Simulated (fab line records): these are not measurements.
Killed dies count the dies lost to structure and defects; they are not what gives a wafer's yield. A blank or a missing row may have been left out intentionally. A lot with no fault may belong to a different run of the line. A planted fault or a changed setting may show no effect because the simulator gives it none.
Which of the tools did it? :: flow sky130 :: Sampling: 12 lots, 36 wafers, 3 of 708 route steps

WHAT THE GAUGES SHOWED, per wafer
SKY_LDD_P_CD_MEAS_07: target cd 380 nm.
lot: L109
measured: day 19 00:50
on: cd-sem-01
cd-nm (nm): 378.3 376.9 377.4

lot: L110
measured: day 19 10:41
on: cd-sem-01
cd-nm (nm): 382.0 379.8 378.8

lot: L111
measured: day 19 14:28
on: cd-sem-02
cd-nm (nm): 376.6 377.2 379.9

lot: L120
measured: day 23 16:09
on: cd-sem-01
cd-nm (nm): 384.3 382.0 382.8

lot: L121
measured: day 23 19:58
on: cd-sem-02
cd-nm (nm): 376.8 378.7 376.5

lot: L122
measured: day 24 04:39
on: cd-sem-01
cd-nm (nm): 378.7 379.3 380.7

lot: L124
measured: day 24 16:43
on: cd-sem-02
cd-nm (nm): 380.1 376.6 379.4

lot: L126
measured: day 25 12:50
on: cd-sem-02
cd-nm (nm): 378.9 380.7 382.3

lot: L127
measured: day 25 14:41
on: cd-sem-02
cd-nm (nm): 382.7 381.5 382.2

lot: L129
measured: day 26 10:51
on: cd-sem-01
cd-nm (nm): 380.4 379.5 380.2

lot: L130
measured: day 27 12:07
on: cd-sem-01
cd-nm (nm): 376.7 377.2 377.1

lot: L131
measured: day 27 12:29
on: cd-sem-02
cd-nm (nm): 381.5 382.6 380.8

WHAT TOOL EACH LOT RAN ON (gives the tool, then ch and the chambers of the sampled wafers, and finally the start)
lot: L109
SKY_VT_ADJUST_LVTN_STRIP_20: plasma-asher-01 ch 0,1, day 7 19:58
SKY_LDD_N_IMPLANT_13: implanter-01 ch 0, day 17 18:51

lot: L110
SKY_VT_ADJUST_LVTN_STRIP_20: plasma-asher-03 ch 0,1, day 8 00:28
SKY_LDD_N_IMPLANT_13: implanter-01 ch 0, day 18 04:02

lot: L111
SKY_VT_ADJUST_LVTN_STRIP_20: plasma-asher-03 ch 0,1, day 8 04:50
SKY_LDD_N_IMPLANT_13: implanter-02 ch 0, day 18 07:21

lot: L120
SKY_VT_ADJUST_LVTN_STRIP_20: plasma-asher-04 ch 0,1, day 11 03:32
SKY_LDD_N_IMPLANT_13: implanter-04 ch 0, day 22 09:51

lot: L121
SKY_VT_ADJUST_LVTN_STRIP_20: plasma-asher-01 ch 1, day 11 11:21
SKY_LDD_N_IMPLANT_13: implanter-02 ch 0, day 22 13:09

lot: L122
SKY_VT_ADJUST_LVTN_STRIP_20: plasma-asher-01 ch 0, day 11 13:10
SKY_LDD_N_IMPLANT_13: implanter-02 ch 0, day 22 22:19

lot: L124
SKY_VT_ADJUST_LVTN_STRIP_20: plasma-asher-04 ch 0,1, day 12 01:12
SKY_LDD_N_IMPLANT_13: implanter-01 ch 0, day 23 10:21

lot: L126
SKY_VT_ADJUST_LVTN_STRIP_20: plasma-asher-04 ch 0,1, day 12 19:39
SKY_LDD_N_IMPLANT_13: implanter-01 ch 0, day 24 07:10

lot: L127
SKY_VT_ADJUST_LVTN_STRIP_20: plasma-asher-04 ch 0,1, day 12 21:19
SKY_LDD_N_IMPLANT_13: implanter-01 ch 0, day 24 08:44

lot: L129
SKY_VT_ADJUST_LVTN_STRIP_20: plasma-asher-04 ch 1, day 13 12:03
SKY_LDD_N_IMPLANT_13: implanter-04 ch 0, day 25 05:26

lot: L130
SKY_VT_ADJUST_LVTN_STRIP_20: plasma-asher-03 ch 0,1, day 14 05:39
SKY_LDD_N_IMPLANT_13: implanter-02 ch 0, day 26 06:32

lot: L131
SKY_VT_ADJUST_LVTN_STRIP_20: plasma-asher-01 ch 0,1, day 14 11:27
SKY_LDD_N_IMPLANT_13: implanter-04 ch 0, day 26 07:17
- SKY_VT_ADJUST_LVTN_STRIP_20: strips in O2/N2.
- SKY_LDD_N_IMPLANT_13

WHAT THE TOOLS THEMSELVES READ (means of the sampled wafers that have a number; where no wafer has one, the mark that the record gives instead)
SKY_VT_ADJUST_LVTN_STRIP_20.
lot: L109
tool: plasma-asher-01
chamber-pressure-mTorr (mTorr): 1499.0
drypump-motor-current-A (A): 5.2
oes-product-au (a.u.): 0.714
strip-time-to-endpoint-s (s): 14.16

lot: L110
tool: plasma-asher-03
chamber-pressure-mTorr (mTorr): 1499.7
drypump-motor-current-A (A): 5.2
oes-product-au (a.u.): 0.717
strip-time-to-endpoint-s (s): 14.18

lot: L111
tool: plasma-asher-03
chamber-pressure-mTorr (mTorr): 1500.0
drypump-motor-current-A (A): 5.0
oes-product-au (a.u.): 0.714
strip-time-to-endpoint-s (s): 14.17

lot: L120
tool: plasma-asher-04
chamber-pressure-mTorr (mTorr): 1500.1
drypump-motor-current-A (A): 6.1
oes-product-au (a.u.): 0.715
strip-time-to-endpoint-s (s): 14.12

lot: L121
tool: plasma-asher-01
chamber-pressure-mTorr (mTorr): 1499.1
drypump-motor-current-A (A): 5.4
oes-product-au (a.u.): 0.715
strip-time-to-endpoint-s (s): 14.22

lot: L122
tool: plasma-asher-01
chamber-pressure-mTorr (mTorr): 1501.1
drypump-motor-current-A (A): 5.1
oes-product-au (a.u.): 0.713
strip-time-to-endpoint-s (s): 14.19

lot: L124
tool: plasma-asher-04
chamber-pressure-mTorr (mTorr): 1500.7
drypump-motor-current-A (A): 6.0
oes-product-au (a.u.): 0.718
strip-time-to-endpoint-s (s): 14.16

lot: L126
tool: plasma-asher-04
chamber-pressure-mTorr (mTorr): 1500.7
drypump-motor-current-A (A): 6.0
oes-product-au (a.u.): 0.716
strip-time-to-endpoint-s (s): 14.16

lot: L127
tool: plasma-asher-04
chamber-pressure-mTorr (mTorr): 1501.1
drypump-motor-current-A (A): 6.0
oes-product-au (a.u.): 0.719
strip-time-to-endpoint-s (s): 14.21

lot: L129
tool: plasma-asher-04
chamber-pressure-mTorr (mTorr): 1500.3
drypump-motor-current-A (A): 6.2
oes-product-au (a.u.): 0.715
strip-time-to-endpoint-s (s): 14.17

lot: L130
tool: plasma-asher-03
chamber-pressure-mTorr (mTorr): 1499.2
drypump-motor-current-A (A): 5.0
oes-product-au (a.u.): 0.718
strip-time-to-endpoint-s (s): 14.18

lot: L131
tool: plasma-asher-01
chamber-pressure-mTorr (mTorr): 1500.9
drypump-motor-current-A (A): 5.2
oes-product-au (a.u.): 0.712
strip-time-to-endpoint-s (s): 14.15

SKY_LDD_N_IMPLANT_13.
lot: L109
tool: implanter-01
beam-energy-keV: 50.006
beam-on-s (s): 9.93
tilt-deg (degrees): 29.988

lot: L110
tool: implanter-01
beam-energy-keV: 49.980
beam-on-s (s): 10.01
tilt-deg (degrees): 29.992

lot: L111
tool: implanter-02
beam-energy-keV: 50.023
beam-on-s (s): 9.84
tilt-deg (degrees): 29.985

lot: L120
tool: implanter-04
beam-energy-keV: 50.010
beam-on-s (s): 10.08
tilt-deg (degrees): 29.983

lot: L121
tool: implanter-02
beam-energy-keV: 50.005
beam-on-s (s): 10.00
tilt-deg (degrees): 0.007

lot: L122
tool: implanter-02
beam-energy-keV: 49.981
beam-on-s (s): 10.16
tilt-deg (degrees): -0.019

lot: L124
tool: implanter-01
beam-energy-keV: 49.989
beam-on-s (s): 9.86
tilt-deg (degrees): 29.993

lot: L126
tool: implanter-01
beam-energy-keV: 49.991
beam-on-s (s): 9.91
tilt-deg (degrees): 29.997

lot: L127
tool: implanter-01
beam-energy-keV: 50.005
beam-on-s (s): 9.84
tilt-deg (degrees): 29.976

lot: L129
tool: implanter-04
beam-energy-keV: 49.988
beam-on-s (s): 10.21
tilt-deg (degrees): 30.000

lot: L130
tool: implanter-02
beam-energy-keV: 50.006
beam-on-s (s): 10.15
tilt-deg (degrees): 30.009

lot: L131
tool: implanter-04
beam-energy-keV: 50.012
beam-on-s (s): 10.14
tilt-deg (degrees): 29.994

THE ANSWER, worked out from the rows above alone
Rule: usual is defined by the lots themselves. Put in order of their means at a reading, lots are off if they are a third of the lots or fewer, leave a main group of 4 or more, and stand apart from it by a gap of 3 or more times the standard deviation of the main group's means; of several such gaps the widest counts. A main group whose means are all the same, to the digits that the tables above print for the reading, isn't used. A lot without any number at a reading at which 4 lots or more have one is off too. Any other lot the step has rows for is counted as sound. Order of review: gauges by route order, followed by the tools' own readings, for which a lot's mean as printed above is used. At the first step where some lot is off, the reading lying furthest off is the one used; lots without a number count as furthest.
Off at SKY_LDD_N_IMPLANT_13 (tilt-deg): L121, L122. The main group: mean 29.992 degrees, standard deviation 0.0089.
A tool fits if, at that step or a process step before it, it ran every lot that is off, and no sound lot after the first of them. None of those tried fits.

WHAT THE SIMULATOR PUT IN
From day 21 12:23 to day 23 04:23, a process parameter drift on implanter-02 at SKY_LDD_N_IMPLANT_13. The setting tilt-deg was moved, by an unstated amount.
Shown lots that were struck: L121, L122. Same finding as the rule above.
